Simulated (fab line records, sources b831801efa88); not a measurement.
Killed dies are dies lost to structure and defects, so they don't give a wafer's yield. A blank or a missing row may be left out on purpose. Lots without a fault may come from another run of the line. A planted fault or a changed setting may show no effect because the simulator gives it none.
A struck lot beside a sound one | flow sky130 | 35 steps out of a route of 708
Sound: wafers L165.3, L165.5, L165.6. Struck: wafers L177.1, L177.3, L177.4. The cause comes at the end.
At each step with rows: each side's tool, then ch and its chambers, then its first start. Under that, the readings that differ: sound wafers | struck wafers | difference of the means | sigmas: that difference in standard deviations of wafers without a fault.
alike: readings whose means differ by less than 2 such deviations, and words and numbers that are the same on both sides. not compared: withheld readings, readings that some wafer has no value for, bounds like >300 that may hide the same value, and numbers for which the record gives no deviation and whose values overlap.
The two part at a step that has a row with sigmas, a row that says differs or no value, or rows on one side only. Numbers that don't overlap but have no deviation are shown without sigmas and don't part them. A reading that every wafer of one side lacks parts them only if that side has two wafers or more.

first, 10 steps without rows for these wafers: SKY_CONTACT_COAT_09 (resist thk 450 nm); SKY_CONTACT_SOFTBAKE_10 (time 90 s); SKY_CONTACT_EXPOSE_11 (exposes mask CTM1, target cd 170 nm); SKY_CONTACT_PEB_12; SKY_CONTACT_DEVELOP_13 (develop time 60 s); SKY_CONTACT_ETCH_16 (etches BARC in N2/H2, stops on SiO2, time 45.9 s, target depth 60 nm); SKY_CONTACT_ETCH_17 (etches SiO2 in C4F8/O2/Ar, stops on Si3N4, target depth 340 nm); SKY_CONTACT_ETCH_18 (etches Si3N4 in CHF3/O2, stops on TiN, time 39 s, target depth 75 nm); SKY_CONTACT_STRIP_19 (strips in O2/N2); SKY_CONTACT_STRIP_20 (strips in post etch residue remover, time 1200 s).
SKY_CONTACT_CLEAN_21: cleans in IPA, time 180 s.
  sound on wet_bench-04 ch 0, day 32 15:14; struck on wet_bench-04 ch 0, day 36 17:05
then, 23 steps without rows for these wafers: SKY_CONTACT_CLEAN_22 (cleans in O3/DIW); SKY_CONTACT_SPUTTER_23 (material TiN, target thk 20 nm, time 80 s); SKY_CONTACT_CVD_24 (deposits W, target thk 340 nm, time 102.12 s); SKY_CONTACT_CMP_27 (polishes, stops on SiO2, t overpolish 15 s, target thk 0 nm); SKY_METAL1_SPUTTER_00 (material Ti, target thk 15 nm, time 10 s); SKY_METAL1_SPUTTER_01 (material TiN, target thk 20 nm, time 16.7 s); SKY_METAL1_SPUTTER_02 (material AlCu, target thk 250 nm, time 13.3 s); SKY_METAL1_SPUTTER_03 (material Ti, target thk 5 nm, time 3.3 s); SKY_METAL1_SPUTTER_04 (material TiN, target thk 70 nm, time 58.3 s); SKY_METAL1_DEHYDRATE_07 (time 60 s); SKY_METAL1_HMDS_08 (prime time 60 s); SKY_METAL1_COAT_09 (resist thk 60 nm); SKY_METAL1_COAT_10 (resist thk 450 nm); SKY_METAL1_SOFTBAKE_11 (time 90 s); SKY_METAL1_EXPOSE_12 (exposes mask MM1, target cd 140 nm); SKY_METAL1_PEB_13; SKY_METAL1_DEVELOP_14 (develop time 60 s); SKY_METAL1_DESCUM_17 (chemistry O2, time 8 s); SKY_METAL1_ETCH_18 (etches BARC in N2/H2, stops on SiO2, time 45.9 s, target depth 60 nm); SKY_METAL1_METAL_ETCH_19 (etches the open film in Cl2/BCl3, stops on SiO2, target depth 360 nm, time 78 s); SKY_METAL1_STRIP_20 (strips in O2/N2); SKY_METAL1_STRIP_21 (strips in post etch residue remover, time 1200 s); SKY_METAL1_CLEAN_22 (cleans in IPA, time 180 s).
-- the record jumps here: 13 days lie between the struck wafers' starts before and after (it left off in module METAL1 and takes up again in module PAD_OPEN, whose first step shown is number 708 of the route) --
SKY_PAD_OPEN_PROBE_99:
  sound on prober-02, day 46 14:20; struck on prober-01, day 49 12:17
  reading            | sound    | struck      | difference | sigmas
  killed_at_contacts | 20 25 19 | 64 57 62    | +40        | +9
  killed_dies        | 74 72 63 | 120 113 110 | +45        | +5
  killed_on_rim      | 18 15 14 | 22 26 29    | +10        | +3
  alike: killed_at_M0_to_M3, killed_at_M4_up, killed_at_front_end, killed_at_other, killed_open, killed_short

WHERE THEY PART
Only at SKY_PAD_OPEN_PROBE_99, within this record.

WHY: what the simulator had put in
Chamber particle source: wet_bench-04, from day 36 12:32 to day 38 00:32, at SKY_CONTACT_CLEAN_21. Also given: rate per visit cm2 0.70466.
